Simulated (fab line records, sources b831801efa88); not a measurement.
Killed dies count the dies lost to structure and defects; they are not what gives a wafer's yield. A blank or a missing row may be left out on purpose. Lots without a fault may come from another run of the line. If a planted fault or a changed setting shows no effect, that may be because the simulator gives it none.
Which tool did it?    flow gf180mcu    Sampling: 11 lots, 33 wafers, 5 of 602 route steps

WHAT THE GAUGES SHOWED, per wafer
GF_STI_THK_MEAS_24. Usual: STI_CVD_23_THK 647 nm, standard deviation 6.6.
lot   measured     on             STI_CVD_23_THK (nm)  flag
L314  day 2 11:20  film_metro-04  640 648 638          
L316  day 2 18:50  film_metro-01  646 644 644          
L317  day 3 00:24  film_metro-01  641 647 642          
L318  day 3 05:50  film_metro-01  644 650 646          
L326  day 4 23:07  film_metro-03  512 518 515          OFF
L327  day 5 03:08  film_metro-03  516 512 517          OFF
L328  day 5 08:16  film_metro-03  650 655 646          
L333  day 6 12:20  film_metro-04  650 651 647          
L334  day 6 15:13  film_metro-01  652 663 652          
L335  day 6 21:11  film_metro-01  661 650 648          
L336  day 7 03:47  film_metro-01  648 641 649          

GF_LVPWELL_TW_MEAS_11. Usual: LVPWELL_TW 555.0, standard deviation 2.7.
lot   measured     on             LVPWELL_TW         flag
L314  day 4 05:34  film_metro-01  554.8 555.4 555.9  
L316  day 4 13:25  film_metro-04  554.3 555.2 554.3  
L317  day 4 19:00  film_metro-01  553.1 554.3 557.6  
L318  day 5 01:13  film_metro-02  557.9 560.6 558.3  
L326  day 6 22:34  film_metro-02  560.9 557.5 558.9  
L327  day 7 03:25  film_metro-02  556.2 556.2 556.7  
L328  day 7 08:23  film_metro-04  555.9 554.1 557.2  
L333  day 8 15:04  film_metro-02  553.2 553.2 555.1  
L334  day 8 19:29  film_metro-04  556.4 552.2 552.6  
L335  day 9 01:20  film_metro-02  557.1 556.8 558.1  
L336  day 9 07:57  film_metro-02  557.7 558.0 558.2  

WHICH TOOL RAN EACH LOT (tool, then ch and the chambers of the sampled wafers, then the start)
lot   GF_STI_CVD_23                    GF_STI_CMP_25                 GF_DNWELL_STRIP_08
L314  hdpcvd-01 ch 0,1,2, day 2 11:16  cmp-02 ch 1,2,3, day 2 11:30  plasma_asher-03 ch 0,1, day 3 02:52
L316  hdpcvd-01 ch 0,1,2, day 2 18:45  cmp-02 ch 1,2,3, day 2 18:59  plasma_asher-01 ch 0,1, day 3 09:58
L317  hdpcvd-01 ch 0,1, day 3 00:20    cmp-02 ch 0,1,3, day 3 00:28  plasma_asher-03 ch 0,1, day 3 15:13
L318  hdpcvd-01 ch 0,1,2, day 3 05:45  cmp-01 ch 1,3, day 3 05:53    plasma_asher-01 ch 0,1, day 3 21:41
L326  hdpcvd-01 ch 0,1, day 4 23:02    cmp-02 ch 0,1,3, day 4 23:19  plasma_asher-01 ch 0,1, day 5 16:01
L327  hdpcvd-01 ch 1,2, day 5 03:03    cmp-02 ch 2,3, day 5 03:14    plasma_asher-01 ch 0,1, day 5 19:56
L328  hdpcvd-02 ch 0,1,2, day 5 08:12  cmp-01 ch 0,1,3, day 5 08:26  plasma_asher-03 ch 0,1, day 6 01:20
L333  hdpcvd-02 ch 0,1,2, day 6 12:15  cmp-02 ch 1,2,3, day 6 12:29  plasma_asher-01 ch 0,1, day 7 05:55
L334  hdpcvd-02 ch 0,1,2, day 6 15:09  cmp-01 ch 2,3, day 6 15:14    plasma_asher-01 ch 0,1, day 7 10:20
L335  hdpcvd-02 ch 0,1,2, day 6 21:05  cmp-02 ch 2,3, day 6 21:37    plasma_asher-04 ch 0,1, day 7 15:41
L336  hdpcvd-02 ch 0,1,2, day 7 03:42  cmp-02 ch 1,2,3, day 7 03:50  plasma_asher-01 ch 0,1, day 7 22:07
- GF_STI_CVD_23: deposits SiO2, target thk 650 nm, time 108.3 s.
- GF_STI_CMP_25: polishes, stops on Si3N4, t overpolish 33 s, target thk 524.6 nm.
- GF_DNWELL_STRIP_08: strips in O2/N2.

AS READ BY THE TOOLS THEMSELVES (means over the sampled wafers that have a number; for cases with no such wafer, the mark the record gives instead)
GF_STI_CVD_23. Usual: pressure_mtorr 6.000 mTorr, standard deviation 0.012; sih4_flow_sccm 60.00 sccm, standard deviation 0.17.
lot   tool       pressure_mtorr (mTorr)  sih4_flow_sccm (sccm)  flag
L314  hdpcvd-01  6.004                   59.86                  
L316  hdpcvd-01  5.992                   59.92                  
L317  hdpcvd-01  5.997                   59.85                  
L318  hdpcvd-01  5.998                   59.84                  
L326  hdpcvd-01  5.996                   48.17                  OFF
L327  hdpcvd-01  6.001                   47.91                  OFF
L328  hdpcvd-02  6.006                   59.91                  
L333  hdpcvd-02  5.996                   59.97                  
L334  hdpcvd-02  6.013                   60.00                  
L335  hdpcvd-02  5.992                   60.12                  
L336  hdpcvd-02  5.994                   59.82                  

GF_STI_CMP_25. Usual: edge_zone_pressure_frac 1.000, standard deviation 0.0045; motor_current_A 11.7 A, standard deviation 1; time_to_endpoint_s 122 s, standard deviation 5.5.
lot   tool    edge_zone_pressure_frac  motor_current_A (A)  time_to_endpoint_s (s)  flag
L314  cmp-02  1.001                    11.8                 118                     
L316  cmp-02  1.002                    12.1                 127                     
L317  cmp-02  0.998                    11.0                 124                     
L318  cmp-01  0.999                    12.6                 123                     
L326  cmp-02  1.004                    11.4                 99                      OFF
L327  cmp-02  1.004                    12.5                 102                     OFF
L328  cmp-01  0.998                    12.0                 117                     
L333  cmp-02  0.997                    11.9                 126                     
L334  cmp-01  0.999                    12.3                 115                     
L335  cmp-02  1.001                    11.3                 129                     
L336  cmp-02  0.995                    12.0                 126                     

GF_DNWELL_STRIP_08. Usual: drypump_motor_current_A 5.7 A, standard deviation 0.48; heater_power_w 316 W, standard deviation 26; oes_product_au 0.723 a.u., standard deviation 0.0048; strip_time_to_endpoint_s 36.98 s, standard deviation 0.11.
lot   tool             drypump_motor_current_A (A)  heater_power_w (W)  oes_product_au (a.u.)  strip_time_to_endpoint_s (s)  flag
L314  plasma_asher-03  5.3                          337                 0.723                  37.03                         
L316  plasma_asher-01  5.9                          300                 0.722                  36.99                         
L317  plasma_asher-03  5.6                          349                 0.725                  37.05                         
L318  plasma_asher-01  5.9                          296                 0.724                  37.00                         
L326  plasma_asher-01  6.1                          292                 0.726                  37.28                         
L327  plasma_asher-01  6.1                          288                 0.717                  37.02                         
L328  plasma_asher-03  5.2                          332                 0.725                  36.89                         
L333  plasma_asher-01  5.9                          297                 0.723                  36.96                         
L334  plasma_asher-01  6.0                          293                 0.721                  37.03                         
L335  plasma_asher-04  5.4                          326                 0.721                  37.01                         
L336  plasma_asher-01  6.1                          290                 0.727                  36.98                         

THE ANSWER, worked out from the rows above alone
Rule: lot off if the mean of its wafers having a number is beyond 3 standard deviations from the usual mean. Also off: a lot with no number at a reading for which 4 or more lots have one. Where the step has rows for the other lots, those lots are counted as sound. Order of review: gauges by route order, followed by the tools' own readings, for which a lot's mean as printed above is used. At the first step where some lot is off, the reading lying furthest off is the one used; lots without a number count as furthest.
Off: L326, L327, seen at GF_STI_THK_MEAS_24 (STI_CVD_23_THK).
A tool fits if, at a process step before that reading, it ran every lot that is off, and no sound lot after the first of them. The gauges at GF_STI_THK_MEAS_24 aren't tried: what is off there is off at GF_STI_CVD_23 too, on other tools, and a gauge's error can't cause that. One fits: hdpcvd-01 at GF_STI_CVD_23. Its last sound lot is L318 (day 3 05:45), its first lot that is off L326 (day 4 23:02): a fault that began between those two fits.
The tool's own readings at GF_STI_CVD_23 bear it out: on the lots that are off they differ by more than 5 times the standard deviation of the sound lots' means. sih4_flow_sccm reads 48.04 sccm there against 59.92 sccm on the sound lots.

WHAT HAD BEEN PUT IN BY THE SIMULATOR
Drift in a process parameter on hdpcvd-01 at GF_STI_CVD_23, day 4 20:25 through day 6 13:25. From 60, the setting sih4_flow_sccm moved by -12. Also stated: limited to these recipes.
Lots struck among those shown: L326, L327. This agrees with what the rule above found.
